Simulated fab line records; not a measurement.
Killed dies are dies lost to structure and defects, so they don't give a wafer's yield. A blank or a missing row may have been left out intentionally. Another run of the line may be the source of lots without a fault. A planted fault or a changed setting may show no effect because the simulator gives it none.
Chamber matching + flow sky130 + 4 sister chambers for SKY_CONTACT_ETCH_17 on rieDiel-03
The step etches SiO2 in C4F8/O2/Ar, stops on Si3N4, target depth 340 nm. 4 wafers are shown with their chamber, then 7 later ones without.

== WAFERS WITH THEIR CHAMBER ==
| wafer  | chamber | oesProductAu (a.u.) |
|--------|---------|---------------------|
| L077.6 | 0       | 0.898               |
| L081.2 | 2       | 0.888               |
| L088.1 | 1       | 0.894               |
| L088.3 | 3       | 0.895               |

== WAFERS WITHOUT THEIR CHAMBER ==
| wafer  | oesProductAu (a.u.) |
|--------|---------------------|
| L088.6 | 0.897               |
| L090.2 | 0.892               |
| L090.4 | 0.894               |
| L090.6 | 0.892               |
| L096.4 | 0.893               |
| L096.5 | 0.888               |
| L096.6 | 0.891               |

== THE CHAMBER EACH PASSED THROUGH ==
| wafer  | from the rows above          | in truth |
|--------|------------------------------|----------|
| L088.6 | can't be placed: 0 or 3 or 1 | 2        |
| L090.2 | can't be placed: 1 or 3 or 2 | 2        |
| L090.4 | can't be placed: 1 or 3      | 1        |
| L090.6 | can't be placed: 1 or 3 or 2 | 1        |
| L096.4 | can't be placed: 1 or 3      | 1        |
| L096.5 | 2                            | 2        |
| L096.6 | can't be placed: 1 or 2 or 3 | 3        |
Placed correctly: 1 of 7. Not placeable from these rows: 6 (in 5, the candidates include the true chamber). 0 placed wrongly.
How it was worked out, from the rows above alone: a wafer's distance from a chamber is the root of the sum, over the readings, of the square of ((its reading less the chamber's mean) divided by the reading's scatter). The wafer belongs to the nearest chamber; if the next one is less than 2 further off, it can't be placed. A chamber's mean is the mean of its shown wafers. The scatter: with one shown wafer a chamber, the root of the mean of the squares of how far each hidden wafer lies from its nearest shown one.
